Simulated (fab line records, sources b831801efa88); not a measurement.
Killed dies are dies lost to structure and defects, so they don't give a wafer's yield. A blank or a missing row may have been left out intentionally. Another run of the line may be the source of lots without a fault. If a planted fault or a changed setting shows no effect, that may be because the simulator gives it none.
Which tool was responsible? ; flow gf180mcu ; 18 wafers from 6 lots sampled at 5 of the route's 602 steps

WHAT THE GAUGES SHOWED, per wafer
GF_TOP_METAL_OVL_MEAS_15.
lot;measured;on;TOP_METAL_OVL (nm)
L616;day 29 01:23;overlay-01;-1.3 -2.6 -2.9
L619;day 29 21:26;overlay-02;0.4 -2.2 -2.0
L623;day 31 09:44;overlay-02;-0.3 1.5 -0.7
L625;day 31 15:11;overlay-02;-1.3 0.3 -1.2
L631;day 33 00:11;overlay-02;127.7 128.4 128.6 127.5 128.0 129.0
L636;day 34 02:52;overlay-01;126.8 126.4 126.3 126.5 126.8 126.2

WHICH TOOL RAN EACH LOT (tool, then ch and the chambers of the sampled wafers, then the start)
lot;GF_M4_STRIP_17;GF_V4_SPUTTER_22;GF_TOP_METAL_SPUTTER_00;GF_TOP_METAL_EXPOSE_11
L616;plasmaAsher-03 ch 0,1, day 24 13:40;pvdSputter-04, day 25 12:53;pvdSputter-04, day 28 05:35;ilineStepper-01 ch 0, day 28 15:41
L619;plasmaAsher-03 ch 0,1, day 25 10:20;pvdSputter-04, day 26 09:19;pvdSputter-03, day 29 02:09;ilineStepper-02 ch 0, day 29 11:59
L623;plasmaAsher-01 ch 0,1, day 26 21:54;pvdSputter-02, day 27 20:01;pvdSputter-02, day 30 10:05;ilineStepper-02 ch 0, day 31 00:59
L625;plasmaAsher-02 ch 0,1, day 27 11:53;pvdSputter-04, day 28 09:59;pvdSputter-03, day 30 21:35;ilineStepper-01 ch 0, day 31 06:31
L631;plasmaAsher-03 ch 0,1, day 29 01:15;pvdSputter-04, day 29 22:37;pvdSputter-03, day 32 08:04;ilineStepper-01 ch 0, day 32 16:29
L636;plasmaAsher-03 ch 0,1, day 30 10:32;pvdSputter-01, day 31 06:16;pvdSputter-02, day 33 11:11;ilineStepper-01 ch 0, day 33 19:40
- GF_M4_STRIP_17: strips in O2/N2.
- GF_V4_SPUTTER_22: material TiN, target thk 10 nm, time 40 s.
- GF_TOP_METAL_SPUTTER_00: material Ti, target thk 37.5 nm, time 150 s.
- GF_TOP_METAL_EXPOSE_11: exposes mask MetalTop, target cd 440 nm.

THE ANSWER, worked out from the rows above alone
Rule: the lots themselves supply what counts as usual. The widest of any qualifying gaps counts: lots, ordered by their means at a reading, are off when they make up no more than a third of the lots, leave a main group of 4 or more, and stand apart from it by 3 or more times the standard deviation of that group's means. Not used: any main group whose means are identical at the precision the tables above print for the reading. Also off: a lot with no number at a reading for which 4 or more lots have one. All remaining lots with rows at the step are treated as sound.
Off: L631, L636, at GF_TOP_METAL_OVL_MEAS_15 (TOP_METAL_OVL). Mean -1.0 nm and standard deviation 0.88 in the main group.
A tool fits if, at a process step before that reading, it ran every lot that is off, and no sound lot after the first of them. The gauges at GF_TOP_METAL_OVL_MEAS_15 are tried like those tools. Undecided on this evidence; 2 tools fit (plasmaAsher-03 at GF_M4_STRIP_17, ilineStepper-01 at GF_TOP_METAL_EXPOSE_11).

WHAT WAS PUT IN BY THE SIMULATOR
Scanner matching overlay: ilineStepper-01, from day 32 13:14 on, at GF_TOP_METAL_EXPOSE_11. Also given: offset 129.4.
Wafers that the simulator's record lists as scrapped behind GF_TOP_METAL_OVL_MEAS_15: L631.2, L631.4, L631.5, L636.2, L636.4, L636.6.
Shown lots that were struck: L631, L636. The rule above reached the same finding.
